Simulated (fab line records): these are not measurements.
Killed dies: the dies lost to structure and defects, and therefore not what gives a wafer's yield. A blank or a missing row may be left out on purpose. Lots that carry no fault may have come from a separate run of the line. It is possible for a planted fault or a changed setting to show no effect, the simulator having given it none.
Matching of chambers | flow sky130 | 4 sister chambers for SKY_POLY_GATE_ETCH_17 on rie-si-02
The step etches poly-Si in HBr/Cl2, stops on SiO2, target depth 180 nm, time 70.5 s. 7 wafers are shown with their chamber, then 8 later ones without.

WAFERS WITH THEIR CHAMBER
wafer  | chamber | drypump-motor-current-A (A) | oes-product-au (a.u.)
L120.1 | 0       | 5.7                         | 0.959
L131.4 | 2       | 6.3                         | 0.999
L131.6 | 3       | 5.9                         | 0.995
L134.3 | 0       | 5.6                         | 0.955
L134.4 | 3       | 5.9                         | 0.977
L134.5 | 2       | 6.3                         | 0.977
L139.1 | 1       | 5.5                         | 0.978

WAFERS MISSING THEIR CHAMBER
wafer  | drypump-motor-current-A (A) | oes-product-au (a.u.)
L139.3 | 6.3                         | 0.989
L139.5 | 5.9                         | 0.985
L140.4 | 6.3                         | 0.975
L140.5 | 5.7                         | 0.967
L140.6 | 5.9                         | 0.981
L141.1 | 6.3                         | 0.975
L141.2 | 5.5                         | 0.967
L141.4 | 5.9                         | 0.986

CHAMBER TAKEN BY EACH
wafer  | from the rows above | in truth
L139.3 | 2                   | 2
L139.5 | 3                   | 3
L140.4 | 2                   | 2
L140.5 | 0                   | 0
L140.6 | 3                   | 3
L141.1 | 2                   | 2
L141.2 | 1                   | 1
L141.4 | 3                   | 3
8 of 8 placed correctly. Left unplaced by these rows: 0. Wrongly placed: 0.
How it was worked out, from the rows above alone: a wafer's distance from a chamber is the root of the sum, over the readings, of the square of ((its reading less the chamber's mean) divided by the reading's scatter). If the next closest chamber is less than 2 further off than the closest, the wafer can't be placed; otherwise it belongs to the closest. Each chamber's mean is taken over the wafers shown for it. The scatter is the square root of a quotient: the sum, over the shown wafers, of each reading's squared deviation from its chamber's mean, divided by wafers minus chambers.
